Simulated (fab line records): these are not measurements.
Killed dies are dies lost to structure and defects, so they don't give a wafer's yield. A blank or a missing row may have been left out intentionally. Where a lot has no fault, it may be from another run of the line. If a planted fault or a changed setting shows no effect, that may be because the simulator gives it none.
A lot that was struck, set against a sound lot    flow sky130    38 steps out of a route of 708
Sound: the wafers L193.2, L193.4, L193.5. Struck: wafers L206.1, L206.2 (left out: L206.6, a lot-mate that was not struck); the cause follows at the end.
Per side, at each step with rows, come the tool, then ch with its chambers, and then its first start. Under that, the readings that differ: sound wafers    struck wafers    difference of the means    sigmas: that difference in standard deviations of wafers without a fault.
alike: readings whose means differ by less than 2 such deviations, and words and numbers that are the same on both sides. not compared: withheld readings, readings that some wafer has no value for, bounds like >300 that may hide the same value, and numbers for which the record gives no deviation and whose values overlap.
The two part at a step that has a row with sigmas, a row that says differs or no value, or rows on one side only. Numbers that have no deviation but don't overlap get no sigmas and don't part them. A reading that every wafer of one side lacks parts them only if that side has two wafers or more.

SKY_SD_N_OVL_MEAS_08:
  sound on overlay-02, day 28 00:46; struck on overlay-02, day 32 17:04
  alike: SD_N_OVL
then, 3 steps without rows for these wafers: SKY_SD_N_IMPLANT_09; SKY_SD_N_IMPLANT_10; SKY_SD_N_STRIP_11 (strips in O2/N2).
SKY_SD_N_TW_MEAS_12:
  sound on film-metro-01, day 28 01:13; struck on film-metro-02, day 32 17:30
  alike: SD_N_TW
then, 2 steps without rows for these wafers: SKY_SD_N_CLEAN_13 (cleans in SC1/SC2, time 150 s); SKY_SD_N_RTA_14 (time 2 s).
SKY_SD_N_RS_MEAS_16: uses a four-point probe to measure.
  sound on film-metro-02, day 28 01:31; struck on film-metro-01, day 32 17:47
reading           sound              struck       difference  sigmas
SD_N_RS (ohm/sq)  68.76 68.77 68.68  68.44 68.50  -0.27       -2
SKY_SD_N_RS_MEAS_17: uses a four-point probe to measure.
  sound on film-metro-02, day 28 01:38; struck on film-metro-01, day 32 17:54
reading           sound              struck       difference  sigmas
SD_P_RS (ohm/sq)  147.8 147.9 147.8  146.3 147.3  -1.0        -2
SKY_SD_N_RS_MEAS_18: uses a four-point probe to measure.
  sound on film-metro-02, day 28 01:45; struck on film-metro-01, day 32 18:01
  alike: RES_XHIGH_RS
then, 1 step without rows for these wafers: SKY_SALICIDE_CLEAN_00 (cleans in HF-last, time 30 s).
SKY_LI_CONTACT_HDPCVD_00: deposits PSG, target thk 930 nm, time 155 s.
  sound on hdpcvd-02 ch 1,2, day 28 01:52; struck on hdpcvd-02 ch 0,2, day 32 18:10
reading                                        sound            struck       difference  sigmas
model.PSG_of_LI_CONTACT_HDPCVD_00.thk-nm (nm)  934.5 927.2 931  430.5 443.6  -493.8      
SKY_LI_CONTACT_THK_MEAS_01:
  sound on film-metro-03, day 28 01:59; struck on film-metro-03, day 32 18:16
reading                     sound        struck   difference  sigmas
LI_CONTACT_HDPCVD_THK (nm)  933 927 932  431 443  -494        -49
SKY_LI_CONTACT_CMP_02: polishes PSG.
  sound on cmp-02 ch 0,1,2, day 28 02:05; struck on cmp-01 ch 1,3, day 32 18:19
reading              sound           struck     difference  sigmas
motor-current-A (A)  10.6 11.9 10.9  12.7 15.0  +2.7        +2
  alike: time-to-endpoint-s
SKY_LI_CONTACT_BOW_MEAS_03:
  sound on film-metro-02, day 28 02:21; struck on film-metro-02, day 32 18:37
  alike: LI_CONTACT_BOW
then, 8 steps without rows for these wafers: SKY_LI_CONTACT_DEHYDRATE_04 (time 60 s); SKY_LI_CONTACT_HMDS_05 (prime time 60 s); SKY_LI_CONTACT_COAT_06 (resist thk 60 nm); SKY_LI_CONTACT_COAT_07 (resist thk 450 nm); SKY_LI_CONTACT_SOFTBAKE_08 (time 90 s); SKY_LI_CONTACT_EXPOSE_09 (exposes mask LICM1, target cd 170 nm); SKY_LI_CONTACT_PEB_10; SKY_LI_CONTACT_DEVELOP_11 (develop time 60 s).
SKY_LI_CONTACT_CD_MEAS_12: the cd target is 170 nm.
  sound on cd-sem-01, day 29 06:45; struck on cd-sem-01, day 33 21:30
  alike: cd-nm
SKY_LI_CONTACT_OVL_MEAS_13:
  sound on overlay-02, day 29 06:52; struck on overlay-01, day 33 21:37
  alike: LI_CONTACT_OVL
SKY_LI_CONTACT_ETCH_14: etches BARC in N2/H2, stops on SiO2, time 45.9 s, target depth 60 nm.
  sound on rie-diel-01 ch 0,1,3, day 29 06:53; struck on rie-diel-04 ch 1,2, day 33 21:40
  alike: drypump-motor-current-A, oes-product-au, throttle-valve-pct
  not compared: rf-hours-counter-h
SKY_LI_CONTACT_ETCH_15: etches PSG in C4F8/O2/Ar, stops on Si, target depth 600 nm.
  sound on rie-diel-01 ch 0,1,3, day 29 06:56; struck on rie-diel-04 ch 1,2, day 33 21:42
reading                                 sound              struck       difference  sigmas
oes-product-au (a.u.)                   0.828 0.838 0.832  0.707 0.723  -0.118      -24
model.etch.depth-nm (nm)                595.5 597.2 599.4  430.5 443.6  -160.3      
model.LI_CONTACT.feature-depth-nm (nm)  595.5 597.2 599.4  430.5 443.6  -160.3      
then, 3 steps without rows for these wafers: SKY_LI_CONTACT_STRIP_16 (strips in O2/N2); SKY_LI_CONTACT_CLEAN_17 (cleans in NMP, time 600 s); SKY_LI_CONTACT_PRE_CLEAN_18 (time 5.6 s).
SKY_LI_CONTACT_SPUTTER_19: material Ti, target thk 20 nm, time 106.37 s.
  sound on pvd-sputter-02, day 29 07:19; struck on pvd-sputter-02, day 33 22:09
  alike: throttle-valve-pct
SKY_LI_CONTACT_SPUTTER_20: material TiN, target thk 20 nm, time 80 s.
  sound on pvd-sputter-02, day 29 07:23; struck on pvd-sputter-02, day 33 22:14
  alike: throttle-valve-pct
SKY_LI_CONTACT_CVD_21: deposits W, target thk 400 nm, time 120.56 s.
  sound on cvd-w-01 ch 0, day 29 07:27; struck on cvd-w-02 ch 0,1, day 33 22:17
  alike: heater-power-w
SKY_LI_CONTACT_RS_MEAS_22: uses a four-point probe to measure.
  sound on film-metro-02, day 29 07:35; struck on film-metro-01, day 33 22:25
  alike: LI_CONTACT_W_RS
SKY_LI_CONTACT_THK_MEAS_23: measures by xrf.
  sound on film-metro-02, day 29 07:42; struck on film-metro-01, day 33 22:32
  alike: LI_CONTACT_W_THK
SKY_LI_CONTACT_CMP_24: polishes, stops on PSG, t overpolish 20 s, target thk 0 nm.
  sound on cmp-02 ch 0,2,3, day 29 07:45; struck on cmp-01 ch 1,2, day 33 22:41
reading                                        sound            struck     difference  sigmas
model.PSG_of_LI_CONTACT_HDPCVD_00.thk-nm (nm)  586 587.8 589.9  421 434.1  -160        
  alike: motor-current-A, overpolish-run-s, time-to-endpoint-s
SKY_LOCAL_INTERCONNECT_SPUTTER_00: material TiN, target thk 100 nm, time 83.3 s.
  sound on pvd-sputter-04, day 29 08:03; struck on pvd-sputter-04, day 33 22:53
  alike: throttle-valve-pct
-- record jumps: 15 days separate the struck wafers' starts on either side; left off in module LOCAL_INTERCONNECT, taken up again in module PAD_OPEN, whose first shown step is the route's number 708 --
SKY_PAD_OPEN_PROBE_99:
  sound on prober-01, day 45 23:10; struck on prober-02, day 49 05:02
reading                                  sound              struck       difference  sigmas
model.etest.cap-li-to-poly.c-af-um2      99.98 97.38 98.39  193.8 181.3  +89.0       
model.etest.licon-pdiff.rc-ohm           562.8 576.4 593.6  535.9 533    -43.1       
model.etest.nfet-g5v0d10v5.r-on-ohm-um   1854 1878 1861     1840 1793    -48         
model.etest.licon-high-po.rc-ohm         337.1 356.5 347.5  330.5 304.5  -29.5       
model.etest.licon-ndiff.rc-ohm           175.6 179.3 178.5  149.4 158.8  -23.7       
model.etest.sonos-uncharged.r-on-ohm-um  807.1 820.1 811.7  802.7 780    -21.6       
model.etest.licon-poly.rc-ohm            147.2 154.2 156.2  131.5 132.9  -20.3       
model.etest.cap-li-to-well.c-af-um2      37.16 36.33 37.42  42.08 45.01  +6.58       

## WHERE THEY PART
First at SKY_SD_N_RS_MEAS_16; last, within this record, at SKY_LI_CONTACT_ETCH_15. Later steps at which nothing parts them and some readings are alike: SKY_LI_CONTACT_SPUTTER_19, SKY_LI_CONTACT_SPUTTER_20, SKY_LI_CONTACT_CVD_21, SKY_LI_CONTACT_RS_MEAS_22, SKY_LI_CONTACT_THK_MEAS_23, SKY_LI_CONTACT_CMP_24, SKY_LOCAL_INTERCONNECT_SPUTTER_00.

WHY: whatever the simulator had introduced
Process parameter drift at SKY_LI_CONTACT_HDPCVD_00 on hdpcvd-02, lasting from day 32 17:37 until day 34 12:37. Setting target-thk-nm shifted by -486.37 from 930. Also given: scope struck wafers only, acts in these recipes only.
